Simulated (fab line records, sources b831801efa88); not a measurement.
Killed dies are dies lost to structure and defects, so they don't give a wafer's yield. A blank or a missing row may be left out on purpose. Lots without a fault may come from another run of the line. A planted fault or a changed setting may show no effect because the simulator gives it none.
Which tool did it? | flow gf180mcu | 13 lots, 38 wafers sampled, at 3 steps of a route of 602

WHAT THE GAUGES READ, wafer by wafer
GF_VT_IMPLANT_RS_MEAS_48: measures by four-point-probe.
lot  | measured     | on            | LVPWELL_RS (ohm/sq)
L438 | day 7 04:34  | film_metro-01 | 1193.0 1193.0 1192.7
L439 | day 8 04:11  | film_metro-04 | 1199.8 1198.4 1202.0
L440 | day 8 15:22  | film_metro-01 | 1190.9 1189.6 1191.7
L441 | day 8 16:58  | film_metro-04 | 1205.0 1202.7 1200.6
L442 | day 9 03:52  | film_metro-03 | 1195.8 1199.6 1196.4
L443 | day 9 14:01  | film_metro-04 | 1196.0 1195.4 1191.4
L444 | day 9 16:49  | film_metro-04 | 1198.2 1199.7 1197.9
L445 | day 9 17:43  | film_metro-03 | 1195.2 1197.4 1196.4
L446 | day 10 02:25 | film_metro-01 | 1197.2 1197.5 1195.5
L447 | day 10 03:13 | film_metro-03 | 1197.6 1200.9 1197.3
L455 | day 12 09:01 | film_metro-04 | 1226.4 1224.9
L457 | day 12 22:11 | film_metro-01 | 1227.9 1196.3 1226.4
L459 | day 13 13:14 | film_metro-03 | 1200.2 1201.3 1198.1

GF_PSD_OVL_MEAS_08.
lot  | measured     | on         | PSD_OVL (nm)
L438 | day 13 17:00 | overlay-02 | 0.7 1.7 2.3
L439 | day 14 20:51 | overlay-01 | 3.2 3.9 3.6
L440 | day 15 12:34 | overlay-02 | 1.3 1.8 1.9
L441 | day 15 13:51 | overlay-01 | -0.3 -0.1 1.2
L442 | day 16 03:39 | overlay-02 | 0.0 1.1 1.0
L443 | day 16 15:20 | overlay-02 | 1.0 1.8 2.2
L444 | day 16 21:27 | overlay-01 | 1.6 2.5 1.9
L445 | day 16 20:28 | overlay-01 | 0.0 0.7 1.1
L446 | day 17 10:40 | overlay-02 | 0.4 0.3 0.5
L447 | day 17 13:15 | overlay-02 | 2.2 2.4 2.3
L455 | day 20 08:47 | overlay-01 | -0.3 1.0
L457 | day 21 01:21 | overlay-01 | 2.7 2.6 3.9
L459 | day 21 21:36 | overlay-02 | 1.2 3.3 3.2

WHICH TOOL RAN EACH LOT (tool, then ch and the chambers of the sampled wafers, then the start)
lot  | GF_LVPWELL_IMPLANT_09
L438 | implanter-01 ch 0, day 3 16:26
L439 | implanter-04 ch 0, day 4 08:44
L440 | implanter-02 ch 0, day 4 19:29
L441 | implanter-04 ch 0, day 4 19:37
L442 | implanter-01 ch 0, day 5 03:43
L443 | implanter-01 ch 0, day 5 11:23
L444 | implanter-02 ch 0, day 5 14:04
L445 | implanter-01 ch 0, day 5 14:28
L446 | implanter-01 ch 0, day 5 21:46
L447 | implanter-04 ch 0, day 5 22:23
L455 | implanter-04 ch 0, day 7 19:58
L457 | implanter-04 ch 0, day 8 08:52
L459 | implanter-01 ch 0, day 8 20:33
- GF_LVPWELL_IMPLANT_09

WHAT THE TOOLS THEMSELVES READ (means of the sampled wafers that have a number; where no wafer has one, the mark that the record gives instead)
GF_LVPWELL_IMPLANT_09.
lot  | tool         | beam_energy_keV | faraday_current_uA
L438 | implanter-01 | 59.983          | 28.0
L439 | implanter-04 | 59.997          | 28.2
L440 | implanter-02 | 59.988          | 28.3
L441 | implanter-04 | 59.988          | 28.6
L442 | implanter-01 | 60.017          | 28.3
L443 | implanter-01 | 59.981          | 28.3
L444 | implanter-02 | 60.000          | 28.3
L445 | implanter-01 | 60.004          | 28.4
L446 | implanter-01 | 59.977          | 28.9
L447 | implanter-04 | 59.985          | 28.1
L455 | implanter-04 | 59.992          | 28.3
L457 | implanter-04 | 60.013          | 28.3
L459 | implanter-01 | 60.006          | 27.8

THE ANSWER, worked out from the rows above alone
Rule: what is usual is taken from the lots themselves. Put in order of their means at a reading, lots are off if they are a third of the lots or fewer, leave a main group of 4 or more, and stand apart from it by a gap of 3 or more times the standard deviation of the main group's means; of several such gaps the widest counts. A main group whose means are all the same, to the digits that the tables above print for the reading, isn't used. A lot without any number at a reading at which 4 lots or more have one is off too. The other lots that the step has rows for count as sound. The gauges are gone through in route order, then the tools' own readings, and for those a lot's mean is taken as printed above. The first step at which some lot is off is used, and at that step the reading that is off furthest; a lot without a number counts as furthest.
Off: L455, L457, at GF_VT_IMPLANT_RS_MEAS_48 (LVPWELL_RS). The main group: mean 1197.1 ohm/sq, standard deviation 3.3.
A tool fits if, at a process step before that reading, it ran every lot that is off, and no sound lot after the first of them. The gauges at GF_VT_IMPLANT_RS_MEAS_48 are tried like those tools. One fits: implanter-04 at GF_LVPWELL_IMPLANT_09. Its last sound lot is L447 (day 5 22:23), its first lot that is off L455 (day 7 19:58): a fault that began between those two fits.

WHAT THE SIMULATOR HAD PUT IN
Process parameter drift: implanter-04, from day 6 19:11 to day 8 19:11, at GF_LVPWELL_IMPLANT_09. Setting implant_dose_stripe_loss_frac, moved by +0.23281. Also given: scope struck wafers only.
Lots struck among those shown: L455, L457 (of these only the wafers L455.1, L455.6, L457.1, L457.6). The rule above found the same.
